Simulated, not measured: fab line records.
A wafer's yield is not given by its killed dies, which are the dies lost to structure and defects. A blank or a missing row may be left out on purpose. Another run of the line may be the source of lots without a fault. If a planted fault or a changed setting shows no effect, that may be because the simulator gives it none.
fab line records	flow sky130
record: lots: 14	wafers: 42	last-day: 50
route steps=708 shown VT_ADJUST_NCORE@125
lots that met no fault: taken from a fault-free run of the same line
start-h: the number of hours between the record's first day and the start of the first shown wafer of the lot	wait-h: hours since the lot's step before	" unchanged from the row above	L1.1+2: one row covering several wafers at once	- either no value or no given start	* or withheld: withheld	< > ~ a bound
route shown NAME@n: a module of which the file shows steps, and the number in the route of the first	usual: the fault-free wafers' mean and standard deviation	same: alike in all rows	chamber/n: place in a boat	sites: each site's reading	_std_site: how widely they spread, as a standard deviation	_edge_site: mean of outer sites minus mean of inner sites	radius-mm: for every site, how far away it sits from the centre of the wafer	mask NAME#n: copy n	behind: the last tool/chamber to shape the wafer	hold: cause of the lot's hold/its duration in hours/its outcome	device: names the non-switching transistor (n, p or np)	end of line: the tests these same wafers got at the end of their route	a step with no rows: only its recipe	killed: the dies lost at the first sort to structure and to defects; this is not the yield of the wafer	map: a wafer's dies, marking killed ones x, the rest . and places with no die _
set.NAME: the run value of the setting; set.NAME@STEP: its run value at that earlier step	model.NAME: the simulator's own value behind a step, which no gauge read
a sample of lots followed through the steps of the route, with each step as a table and each wafer as a row
services: a tool's chamber out of use, with start hour (start-h, from the record's first day; less than 0 if before it), hours out, and reason
== steps ==
step: SKY_VT_ADJUST_NCORE_DEVELOP_06
recipe: resist: NOVOLAK	developer: TMAH	develop-time-s: 60	dev-temp-c: 23
lot.wafer	tool	chamber	start-h	wait-h
L449.1+3+4	litho-track-03	0	186.40	0.1
L450.2+5+6	litho-track-01	0	195.12	0.1
L452.1+3+5	litho-track-03	0	203.55	0.1
L453.2+3+4	litho-track-01	0	210.42	0.1
L454.1+2+5	litho-track-03	0	220.45	0.1
L456.2+4+6	litho-track-03	0	231.67	0.1
L458.1+2+5	litho-track-03	0	247.80	0.1
L459.1+3+6	litho-track-02	0	257.45	0.1
L461.1+2+4	litho-track-03	0	269.85	0.1
L463.2+3+6	litho-track-01	0	284.61	0.1
L468.3+5+6	litho-track-02	0	327.50	0.1
L469.1+3+6	litho-track-01	0	335.49	0.1
L470.1+2+4	litho-track-03	0	350.40	0.1
L471.1+2+4	litho-track-02	0	363.20	0.1
step: SKY_VT_ADJUST_NCORE_CD_MEAS_07
recipe: target-cd-nm: 380
usual: cd-nm: 379.4/1.9
lot.wafer	tool	chamber	start-h	wait-h	hold	cd-nm
L449.1	cd-sem-02	-	186.55	0.1	-	384.6
L449.3	"	-	"	"	-	383.1
L449.4	"	-	"	"	-	379.7
L450.2	cd-sem-01	-	195.26	0.1	-	381.4
L450.5	"	-	"	"	-	381.7
L450.6	"	-	"	"	-	378.4
L452.1	cd-sem-02	-	203.70	0.1	-	379.6
L452.3	"	-	"	"	-	381.4
L452.5	"	-	"	"	-	382.3
L453.2	cd-sem-01	-	210.56	0.1	-	381.2
L453.3	"	-	"	"	-	381.0
L453.4	"	-	"	"	-	381.6
L454.1	cd-sem-01	-	220.60	0.1	-	377.4
L454.2	"	-	"	"	-	378.9
L454.5	"	-	"	"	-	378.8
L456.2	cd-sem-02	-	231.82	0.1	-	374.1
L456.4	"	-	"	"	-	374.9
L456.6	"	-	"	"	-	376.6
L458.1	cd-sem-02	-	247.95	0.1	await-dispo/0.2h/release	279.2
L458.2	"	-	"	"	await-dispo/0.2h/release	279.3
L458.5	"	-	"	"	await-dispo/0.2h/release	280.1
L458.1	cd-sem-02	-	248.23	0.3	-	279.8
L458.2	"	-	"	"	-	279.1
L458.5	"	-	"	"	-	279.8
L459.1	cd-sem-01	-	257.60	0.1	-	377.4
L459.3	"	-	"	"	-	379.6
L459.6	"	-	"	"	-	378.7
L461.1	cd-sem-02	-	270.00	0.1	await-dispo/0.2h/release	297.8
L461.2	"	-	"	"	await-dispo/0.2h/release	297.2
L461.4	"	-	"	"	await-dispo/0.2h/release	301.0
L461.1	cd-sem-02	-	270.28	0.3	-	297.6
L461.2	"	-	"	"	-	297.2
L461.4	"	-	"	"	-	301.1
L463.2	cd-sem-01	-	284.76	0.1	-	377.3
L463.3	"	-	"	"	-	375.9
L463.6	"	-	"	"	-	376.6
L468.3	cd-sem-01	-	327.64	0.1	-	379.6
L468.5	"	-	"	"	-	382.6
L468.6	"	-	"	"	-	380.5
L469.1	cd-sem-01	-	335.64	0.1	-	379.6
L469.3	"	-	"	"	-	380.4
L469.6	"	-	"	"	-	378.0
L470.1	cd-sem-02	-	350.55	0.1	-	376.9
L470.2	"	-	"	"	-	380.1
L470.4	"	-	"	"	-	378.0
L471.1	cd-sem-01	-	363.35	0.1	-	377.4
L471.2	"	-	"	"	-	377.0
L471.4	"	-	"	"	-	378.0
== services ==
tool	chamber	start-h	hours	kind
litho-track-01	-	204.08	-	consumable-replace:filter
litho-track-02	-	348.06	-	consumable-replace:filter
== key ==
first-sign: step: SKY_VT_ADJUST_NCORE_CD_MEAS_07	reading: visit	direction: added	through: control-loop
effect: step: SKY_VT_ADJUST_NCORE_CD_MEAS_07	reading: cd-nm	direction: down	sigmas: 47	usual: 379.4	struck: 289.1	through: control-loop
met-at SKY_VT_ADJUST_NCORE_DEVELOP_06
struck-lots L458,L461
scrapped-behind SKY_VT_ADJUST_NCORE_CD_MEAS_07 L458.1,L458.2,L458.5
tester-left-out L461
loop-trim: step: SKY_VT_ADJUST_NCORE_EXPOSE_04	setting: dose	lots: L461
onset-between 231.67 247.80
fault: kind: process-parameter-drift	tool: litho-track-03	chamber: -	onset-h: 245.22	steps: SKY_VT_ADJUST_NCORE_DEVELOP_06	channel: develop-time-s	offset: *	shape: step	end-h: 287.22	acts-in: *	stated: *
tester-left-out: of these lots the tester's yield and bins aren't shown, on N5 and GAA mostly nor the transistor test; their killed dies are dies lost to structure and defects alone, not to doping, threshold or leakage, so they don't give the yield
loop-trim: a control loop set the setting to another value than it would have without faults
